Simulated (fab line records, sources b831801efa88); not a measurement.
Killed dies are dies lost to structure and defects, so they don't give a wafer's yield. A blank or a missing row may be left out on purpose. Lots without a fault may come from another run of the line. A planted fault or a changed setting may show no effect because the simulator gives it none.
Which tool did it? | flow gf180mcu | 6 lots, 18 wafers sampled, at 2 steps of a route of 602

WHAT THE GAUGES READ, wafer by wafer
GF_HV_LDD_CD_MEAS_19: target cd 400 nm.
lot  | measured     | on        | cd_nm (nm)
L232 | day 11 05:08 | cd_sem-02 | 399.1 399.6 397.3
L237 | day 12 15:39 | cd_sem-02 | 400.6 398.6 397.1
L244 | day 14 20:59 | cd_sem-02 | 399.3 400.6 264.8
L249 | day 16 21:11 | cd_sem-01 | 400.4 398.6 398.7
L251 | day 17 06:54 | cd_sem-02 | 398.2 398.0 397.5
L253 | day 17 22:19 | cd_sem-01 | 403.9 400.3 402.3

WHICH TOOL RAN EACH LOT (tool, then ch and the chambers of the sampled wafers, then the start)
lot  | GF_HV_LDD_DEVELOP_18
L232 | litho_track-03 ch 0, day 11 04:59
L237 | litho_track-02 ch 0, day 12 15:31
L244 | litho_track-02 ch 0, day 14 20:50
L249 | litho_track-01 ch 0, day 16 21:03
L251 | litho_track-03 ch 0, day 17 06:46
L253 | litho_track-01 ch 0, day 17 22:10
- GF_HV_LDD_DEVELOP_18: develop time 60 s.

THE ANSWER, worked out from the rows above alone
Rule: what is usual is taken from the lots themselves. Put in order of their means at a reading, lots are off if they are a third of the lots or fewer, leave a main group of 4 or more, and stand apart from it by a gap of 3 or more times the standard deviation of the main group's means; of several such gaps the widest counts. A main group whose means are all the same, to the digits that the tables above print for the reading, isn't used. A lot without any number at a reading at which 4 lots or more have one is off too. The other lots that the step has rows for count as sound.
Off: L244, at GF_HV_LDD_CD_MEAS_19 (cd_nm). The main group: mean 399.3 nm, standard deviation 1.5.
A tool fits if, at a process step before that reading, it ran every lot that is off, and no sound lot after the first of them. The gauges at GF_HV_LDD_CD_MEAS_19 are tried like those tools. One fits: litho_track-02 at GF_HV_LDD_DEVELOP_18. Its last sound lot is L237 (day 12 15:31), its first lot that is off L244 (day 14 20:50): a fault that began between those two fits.

WHAT THE SIMULATOR HAD PUT IN
Process parameter drift: litho_track-02, from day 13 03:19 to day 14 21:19, at GF_HV_LDD_DEVELOP_18. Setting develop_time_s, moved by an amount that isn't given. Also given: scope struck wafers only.
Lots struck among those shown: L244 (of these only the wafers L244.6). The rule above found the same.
